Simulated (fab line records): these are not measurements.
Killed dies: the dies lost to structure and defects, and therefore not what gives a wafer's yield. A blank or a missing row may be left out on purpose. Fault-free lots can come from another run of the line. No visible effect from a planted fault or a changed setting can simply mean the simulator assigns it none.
The tool behind it: which one? :: flow sfq-line :: 15 lots, 45 wafers sampled, at 4 steps of a route of 325

## WHAT EACH GAUGE READ, for each wafer
No reading from a measuring or inspecting step in the record can be judged against a usual standard deviation.

## EACH LOT AND THE TOOL THAT RAN IT (in order: tool; ch and the chambers of the sampled wafers; start)
lot: L828
SFQ_TRILAYER_M6_BARC_OPEN_METAL_ETCH_206: rie-metal-01 ch 0,1, day 64 12:02
SFQ_TRILAYER_I6_VIA_LITHO_PEB_172: litho-track-03 ch 0, day 69 16:19
SFQ_TRILAYER_I6_VIA_BARC_OPEN_VIA_ETCH_235: rie-diel-04 ch 0,3, day 69 16:38
SFQ_TRILAYER_I7_CMP_CMP_184: cmp-01 ch 0,1,2, day 70 01:46

lot: L829
SFQ_TRILAYER_M6_BARC_OPEN_METAL_ETCH_206: rie-metal-03 ch 0,1, day 65 03:38
SFQ_TRILAYER_I6_VIA_LITHO_PEB_172: litho-track-04 ch 0, day 70 05:29
SFQ_TRILAYER_I6_VIA_BARC_OPEN_VIA_ETCH_235: rie-diel-04 ch 0,1,3, day 70 05:50
SFQ_TRILAYER_I7_CMP_CMP_184: cmp-02 ch 0,1,2, day 70 11:50

lot: L830
SFQ_TRILAYER_M6_BARC_OPEN_METAL_ETCH_206: rie-metal-01 ch 0,1, day 65 19:14
SFQ_TRILAYER_I6_VIA_LITHO_PEB_172: litho-track-04 ch 0, day 70 17:37
SFQ_TRILAYER_I6_VIA_BARC_OPEN_VIA_ETCH_235: rie-diel-04 ch 0,1,3, day 70 17:57
SFQ_TRILAYER_I7_CMP_CMP_184: cmp-01 ch 1,2,3, day 71 03:46

lot: L831
SFQ_TRILAYER_M6_BARC_OPEN_METAL_ETCH_206: rie-metal-04 ch 0,1, day 66 06:02
SFQ_TRILAYER_I6_VIA_LITHO_PEB_172: litho-track-01 ch 0, day 71 02:02
SFQ_TRILAYER_I6_VIA_BARC_OPEN_VIA_ETCH_235: rie-diel-02 ch 0,3, day 71 02:21
SFQ_TRILAYER_I7_CMP_CMP_184: cmp-02 ch 0,1,3, day 71 11:20

lot: L832
SFQ_TRILAYER_M6_BARC_OPEN_METAL_ETCH_206: rie-metal-01 ch 0,1, day 66 08:27
SFQ_TRILAYER_I6_VIA_LITHO_PEB_172: litho-track-01 ch 0, day 71 04:29
SFQ_TRILAYER_I6_VIA_BARC_OPEN_VIA_ETCH_235: rie-diel-03 ch 0,1,3, day 71 04:45
SFQ_TRILAYER_I7_CMP_CMP_184: cmp-02 ch 0,2,3, day 71 15:50

lot: L833
SFQ_TRILAYER_M6_BARC_OPEN_METAL_ETCH_206: rie-metal-01 ch 0,1, day 66 15:38
SFQ_TRILAYER_I6_VIA_LITHO_PEB_172: litho-track-03 ch 0, day 71 08:02
SFQ_TRILAYER_I6_VIA_BARC_OPEN_VIA_ETCH_235: rie-diel-04 ch 1,2, day 71 08:21
SFQ_TRILAYER_I7_CMP_CMP_184: cmp-01 ch 0,1, day 71 15:16

lot: L834
SFQ_TRILAYER_M6_BARC_OPEN_METAL_ETCH_206: rie-metal-03 ch 0,1, day 66 19:15
SFQ_TRILAYER_I6_VIA_LITHO_PEB_172: litho-track-03 ch 0, day 71 10:28
SFQ_TRILAYER_I6_VIA_BARC_OPEN_VIA_ETCH_235: rie-diel-04 ch 1,2, day 71 10:45
SFQ_TRILAYER_I7_CMP_CMP_184: cmp-02 ch 0,3, day 71 17:20

lot: L840
SFQ_TRILAYER_M6_BARC_OPEN_METAL_ETCH_206: rie-metal-04 ch 0,1, day 69 14:14
SFQ_TRILAYER_I6_VIA_LITHO_PEB_172: litho-track-01, day 73 14:52
SFQ_TRILAYER_I6_VIA_BARC_OPEN_VIA_ETCH_235: rie-diel-02 ch 0,1,3, day 73 15:11
SFQ_TRILAYER_I7_CMP_CMP_184: cmp-02 ch 0,1,2, day 77 14:00

lot: L841
SFQ_TRILAYER_M6_BARC_OPEN_METAL_ETCH_206: rie-metal-03 ch 0,1, day 70 02:14
SFQ_TRILAYER_I6_VIA_LITHO_PEB_172: litho-track-04, day 74 01:39
SFQ_TRILAYER_I6_VIA_BARC_OPEN_VIA_ETCH_235: rie-diel-02 ch 0,2,3, day 74 01:59
SFQ_TRILAYER_I7_CMP_CMP_184: cmp-01 ch 0,1, day 78 00:17

lot: L842
SFQ_TRILAYER_M6_BARC_OPEN_METAL_ETCH_206: rie-metal-01 ch 0,1, day 70 07:02
SFQ_TRILAYER_I6_VIA_LITHO_PEB_172: litho-track-01, day 74 05:15
SFQ_TRILAYER_I6_VIA_BARC_OPEN_VIA_ETCH_235: rie-diel-03 ch 1,2,3, day 74 05:35
SFQ_TRILAYER_I7_CMP_CMP_184: cmp-01 ch 0,2,3, day 78 04:17

lot: L846
SFQ_TRILAYER_M6_BARC_OPEN_METAL_ETCH_206: rie-metal-03 ch 0,1, day 72 04:46
SFQ_TRILAYER_I6_VIA_LITHO_PEB_172: litho-track-04 ch 0, day 76 07:16
SFQ_TRILAYER_I6_VIA_BARC_OPEN_VIA_ETCH_235: rie-diel-04 ch 0,1,2, day 76 07:33
SFQ_TRILAYER_I7_CMP_CMP_184: cmp-02 ch 1,3, day 80 03:13

lot: L847
SFQ_TRILAYER_M6_BARC_OPEN_METAL_ETCH_206: rie-metal-03 ch 0,1, day 73 12:18
SFQ_TRILAYER_I6_VIA_LITHO_PEB_172: litho-track-04 ch 0, day 77 13:23
SFQ_TRILAYER_I6_VIA_BARC_OPEN_VIA_ETCH_235: rie-diel-02 ch 0,1,2, day 77 13:40
SFQ_TRILAYER_I7_CMP_CMP_184: cmp-01 ch 0,1,2, day 81 06:46

lot: L848
SFQ_TRILAYER_M6_BARC_OPEN_METAL_ETCH_206: rie-metal-04 ch 0,1, day 73 14:41
SFQ_TRILAYER_I6_VIA_LITHO_PEB_172: litho-track-04 ch 0, day 77 15:43
SFQ_TRILAYER_I6_VIA_BARC_OPEN_VIA_ETCH_235: rie-diel-04 ch 0,3, day 77 16:02
SFQ_TRILAYER_I7_CMP_CMP_184: cmp-01 ch 0,1, day 81 08:46

lot: L850
SFQ_TRILAYER_M6_BARC_OPEN_METAL_ETCH_206: rie-metal-04 ch 0,1, day 73 19:50
SFQ_TRILAYER_I6_VIA_LITHO_PEB_172: litho-track-03 ch 0, day 77 20:32
SFQ_TRILAYER_I6_VIA_BARC_OPEN_VIA_ETCH_235: rie-diel-04 ch 2,3, day 77 20:50
SFQ_TRILAYER_I7_CMP_CMP_184: cmp-02 ch 0,1,3, day 81 12:47

lot: L851
SFQ_TRILAYER_M6_BARC_OPEN_METAL_ETCH_206: rie-metal-01 ch 1, day 74 00:36
SFQ_TRILAYER_I6_VIA_LITHO_PEB_172: litho-track-01 ch 0, day 78 01:19
SFQ_TRILAYER_I6_VIA_BARC_OPEN_VIA_ETCH_235: rie-diel-03 ch 0,2,3, day 78 01:38
SFQ_TRILAYER_I7_CMP_CMP_184: cmp-01 ch 0,2, day 81 14:46
- SFQ_TRILAYER_M6_BARC_OPEN_METAL_ETCH_206: etches BARC in O2, target depth 125 nm, time 41.7 s.
- SFQ_TRILAYER_I6_VIA_LITHO_PEB_172: peb time 60 s.
- SFQ_TRILAYER_I6_VIA_BARC_OPEN_VIA_ETCH_235: etches BARC in O2, target depth 125 nm, time 41.7 s.
- SFQ_TRILAYER_I7_CMP_CMP_184: polishes SiO2.

## WHAT THE TOOLS THEMSELVES READ (means of the sampled wafers that have a number; where no wafer has one, the mark that the record gives instead)
SFQ_TRILAYER_M6_BARC_OPEN_METAL_ETCH_206. Usual: drypump-motor-current-A 5.62 A, standard deviation 0.28; oes-product-au 0.685 a.u., standard deviation 0.0043; rf-fwd-power-W 594.0 W, standard deviation 1.9.
lot: L828
tool: rie-metal-01
drypump-motor-current-A (A): 5.76
oes-product-au (a.u.): 0.688
rf-fwd-power-W (W): 594.0
flag: 

lot: L829
tool: rie-metal-03
drypump-motor-current-A (A): 5.42
oes-product-au (a.u.): 0.686
rf-fwd-power-W (W): 594.9
flag: 

lot: L830
tool: rie-metal-01
drypump-motor-current-A (A): 5.77
oes-product-au (a.u.): 0.685
rf-fwd-power-W (W): 594.7
flag: 

lot: L831
tool: rie-metal-04
drypump-motor-current-A (A): 5.96
oes-product-au (a.u.): 0.687
rf-fwd-power-W (W): 592.6
flag: 

lot: L832
tool: rie-metal-01
drypump-motor-current-A (A): 5.75
oes-product-au (a.u.): 0.688
rf-fwd-power-W (W): 596.6
flag: 

lot: L833
tool: rie-metal-01
drypump-motor-current-A (A): 5.62
oes-product-au (a.u.): 0.689
rf-fwd-power-W (W): 595.2
flag: 

lot: L834
tool: rie-metal-03
drypump-motor-current-A (A): 5.35
oes-product-au (a.u.): 0.683
rf-fwd-power-W (W): 592.7
flag: 

lot: L840
tool: rie-metal-04
drypump-motor-current-A (A): 5.80
oes-product-au (a.u.): 0.685
rf-fwd-power-W (W): 594.6
flag: 

lot: L841
tool: rie-metal-03
drypump-motor-current-A (A): 5.44
oes-product-au (a.u.): 0.684
rf-fwd-power-W (W): 594.1
flag: 

lot: L842
tool: rie-metal-01
drypump-motor-current-A (A): 5.75
oes-product-au (a.u.): 0.685
rf-fwd-power-W (W): 592.9
flag: 

lot: L846
tool: rie-metal-03
drypump-motor-current-A (A): 5.35
oes-product-au (a.u.): 0.684
rf-fwd-power-W (W): 593.9
flag: 

lot: L847
tool: rie-metal-03
drypump-motor-current-A (A): 5.33
oes-product-au (a.u.): 0.686
rf-fwd-power-W (W): 592.3
flag: 

lot: L848
tool: rie-metal-04
drypump-motor-current-A (A): 5.97
oes-product-au (a.u.): 0.687
rf-fwd-power-W (W): 595.0
flag: 

lot: L850
tool: rie-metal-04
drypump-motor-current-A (A): 5.83
oes-product-au (a.u.): 0.683
rf-fwd-power-W (W): 593.4
flag: 

lot: L851
tool: rie-metal-01
drypump-motor-current-A (A): 5.47
oes-product-au (a.u.): 0.686
rf-fwd-power-W (W): 594.4
flag: 

SFQ_TRILAYER_I6_VIA_LITHO_PEB_172. Usual: chill-plate-temp-C 23.00 C, standard deviation 0.097; exhaust-pa 45.0 Pa, standard deviation 0.87.
lot: L828
tool: litho-track-03
chill-plate-temp-C (C): 22.97
exhaust-pa (Pa): 45.0
flag: 

lot: L829
tool: litho-track-04
chill-plate-temp-C (C): 23.02
exhaust-pa (Pa): 44.7
flag: 

lot: L830
tool: litho-track-04
chill-plate-temp-C (C): 23.14
exhaust-pa (Pa): 44.8
flag: 

lot: L831
tool: litho-track-01
chill-plate-temp-C (C): 23.11
exhaust-pa (Pa): 46.1
flag: 

lot: L832
tool: litho-track-01
chill-plate-temp-C (C): 23.03
exhaust-pa (Pa): 44.6
flag: 

lot: L833
tool: litho-track-03
chill-plate-temp-C (C): 22.82
exhaust-pa (Pa): 43.9
flag: 

lot: L834
tool: litho-track-03
chill-plate-temp-C (C): 23.02
exhaust-pa (Pa): 45.0
flag: 

lot: L840
tool: litho-track-01
chill-plate-temp-C (C): -
exhaust-pa (Pa): -
flag: OFF

lot: L841
tool: litho-track-04
chill-plate-temp-C (C): -
exhaust-pa (Pa): -
flag: OFF

lot: L842
tool: litho-track-01
chill-plate-temp-C (C): -
exhaust-pa (Pa): -
flag: OFF

lot: L846
tool: litho-track-04
chill-plate-temp-C (C): 22.97
exhaust-pa (Pa): 44.8
flag: 

lot: L847
tool: litho-track-04
chill-plate-temp-C (C): 23.10
exhaust-pa (Pa): 44.8
flag: 

lot: L848
tool: litho-track-04
chill-plate-temp-C (C): 23.04
exhaust-pa (Pa): 46.0
flag: 

lot: L850
tool: litho-track-03
chill-plate-temp-C (C): 22.88
exhaust-pa (Pa): 44.2
flag: 

lot: L851
tool: litho-track-01
chill-plate-temp-C (C): 22.85
exhaust-pa (Pa): 45.4
flag: 

SFQ_TRILAYER_I6_VIA_BARC_OPEN_VIA_ETCH_235. Usual: drypump-motor-current-A 5.55 A, standard deviation 0.25; oes-product-au 0.684 a.u., standard deviation 0.005; rf-fwd-power-W 494.4 W, standard deviation 2.1.
lot: L828
tool: rie-diel-04
drypump-motor-current-A (A): 5.77
oes-product-au (a.u.): 0.686
rf-fwd-power-W (W): 496.1
flag: 

lot: L829
tool: rie-diel-04
drypump-motor-current-A (A): 5.62
oes-product-au (a.u.): 0.680
rf-fwd-power-W (W): 494.5
flag: 

lot: L830
tool: rie-diel-04
drypump-motor-current-A (A): 5.61
oes-product-au (a.u.): 0.677
rf-fwd-power-W (W): 495.1
flag: 

lot: L831
tool: rie-diel-02
drypump-motor-current-A (A): 5.44
oes-product-au (a.u.): 0.686
rf-fwd-power-W (W): 494.8
flag: 

lot: L832
tool: rie-diel-03
drypump-motor-current-A (A): 5.63
oes-product-au (a.u.): 0.685
rf-fwd-power-W (W): 494.7
flag: 

lot: L833
tool: rie-diel-04
drypump-motor-current-A (A): 5.62
oes-product-au (a.u.): 0.682
rf-fwd-power-W (W): 491.9
flag: 

lot: L834
tool: rie-diel-04
drypump-motor-current-A (A): 5.50
oes-product-au (a.u.): 0.686
rf-fwd-power-W (W): 492.5
flag: 

lot: L840
tool: rie-diel-02
drypump-motor-current-A (A): 5.51
oes-product-au (a.u.): 0.686
rf-fwd-power-W (W): 494.6
flag: 

lot: L841
tool: rie-diel-02
drypump-motor-current-A (A): 5.27
oes-product-au (a.u.): 0.687
rf-fwd-power-W (W): 494.0
flag: 

lot: L842
tool: rie-diel-03
drypump-motor-current-A (A): 5.74
oes-product-au (a.u.): 0.682
rf-fwd-power-W (W): 494.7
flag: 

lot: L846
tool: rie-diel-04
drypump-motor-current-A (A): 5.60
oes-product-au (a.u.): 0.685
rf-fwd-power-W (W): 493.4
flag: 

lot: L847
tool: rie-diel-02
drypump-motor-current-A (A): 5.38
oes-product-au (a.u.): 0.686
rf-fwd-power-W (W): 495.3
flag: 

lot: L848
tool: rie-diel-04
drypump-motor-current-A (A): 5.76
oes-product-au (a.u.): 0.689
rf-fwd-power-W (W): 495.6
flag: 

lot: L850
tool: rie-diel-04
drypump-motor-current-A (A): 5.78
oes-product-au (a.u.): 0.686
rf-fwd-power-W (W): 491.1
flag: 

lot: L851
tool: rie-diel-03
drypump-motor-current-A (A): 5.66
oes-product-au (a.u.): 0.679
rf-fwd-power-W (W): 493.4
flag: 

SFQ_TRILAYER_I7_CMP_CMP_184. Usual: head-pressure-psi 3.000 psi, standard deviation 0.006; motor-current-A 10.4 A, standard deviation 1; time-to-endpoint-s 212 s, standard deviation 6.8.
lot: L828
tool: cmp-01
head-pressure-psi (psi): 2.997
motor-current-A (A): 9.9
time-to-endpoint-s (s): 209
flag: 

lot: L829
tool: cmp-02
head-pressure-psi (psi): 2.999
motor-current-A (A): 10.9
time-to-endpoint-s (s): 211
flag: 

lot: L830
tool: cmp-01
head-pressure-psi (psi): 3.001
motor-current-A (A): 9.4
time-to-endpoint-s (s): 206
flag: 

lot: L831
tool: cmp-02
head-pressure-psi (psi): 2.996
motor-current-A (A): 10.8
time-to-endpoint-s (s): 211
flag: 

lot: L832
tool: cmp-02
head-pressure-psi (psi): 3.002
motor-current-A (A): 10.9
time-to-endpoint-s (s): 211
flag: 

lot: L833
tool: cmp-01
head-pressure-psi (psi): 2.998
motor-current-A (A): 11.5
time-to-endpoint-s (s): 213
flag: 

lot: L834
tool: cmp-02
head-pressure-psi (psi): 3.003
motor-current-A (A): 10.5
time-to-endpoint-s (s): 207
flag: 

lot: L840
tool: cmp-02
head-pressure-psi (psi): 2.996
motor-current-A (A): 10.8
time-to-endpoint-s (s): 220
flag: 

lot: L841
tool: cmp-01
head-pressure-psi (psi): 2.995
motor-current-A (A): 10.0
time-to-endpoint-s (s): 209
flag: 

lot: L842
tool: cmp-01
head-pressure-psi (psi): 3.005
motor-current-A (A): 10.2
time-to-endpoint-s (s): 206
flag: 

lot: L846
tool: cmp-02
head-pressure-psi (psi): 3.000
motor-current-A (A): 10.2
time-to-endpoint-s (s): 209
flag: 

lot: L847
tool: cmp-01
head-pressure-psi (psi): 3.003
motor-current-A (A): 9.7
time-to-endpoint-s (s): 222
flag: 

lot: L848
tool: cmp-01
head-pressure-psi (psi): 2.996
motor-current-A (A): 11.5
time-to-endpoint-s (s): 227
flag: 

lot: L850
tool: cmp-02
head-pressure-psi (psi): 3.000
motor-current-A (A): 10.4
time-to-endpoint-s (s): 209
flag: 

lot: L851
tool: cmp-01
head-pressure-psi (psi): 3.010
motor-current-A (A): 10.7
time-to-endpoint-s (s): 220
flag: 

## THE ANSWER, worked out from the rows above alone
Rule: a lot is off if the mean of its wafers that have a number lies more than 3 standard deviations from the usual mean. Also off: a lot with no number at a reading for which 4 or more lots have one. Where the step has rows for the other lots, those lots are counted as sound. After the gauges, taken in route order, come the tools' own readings; for these a lot's mean is taken, as printed above. At the first step where some lot is off, the reading lying furthest off is the one used; lots without a number count as furthest.
Off: L840, L841, L842 (SFQ_TRILAYER_I6_VIA_LITHO_PEB_172, chill-plate-temp-C). Without a number there: L840, L841, L842.
A tool fits if, at that step or a process step before it, it ran every lot that is off, and no sound lot after the first of them. Not one of the candidates tried fits.

## WHAT THE SIMULATOR HAD PUT IN
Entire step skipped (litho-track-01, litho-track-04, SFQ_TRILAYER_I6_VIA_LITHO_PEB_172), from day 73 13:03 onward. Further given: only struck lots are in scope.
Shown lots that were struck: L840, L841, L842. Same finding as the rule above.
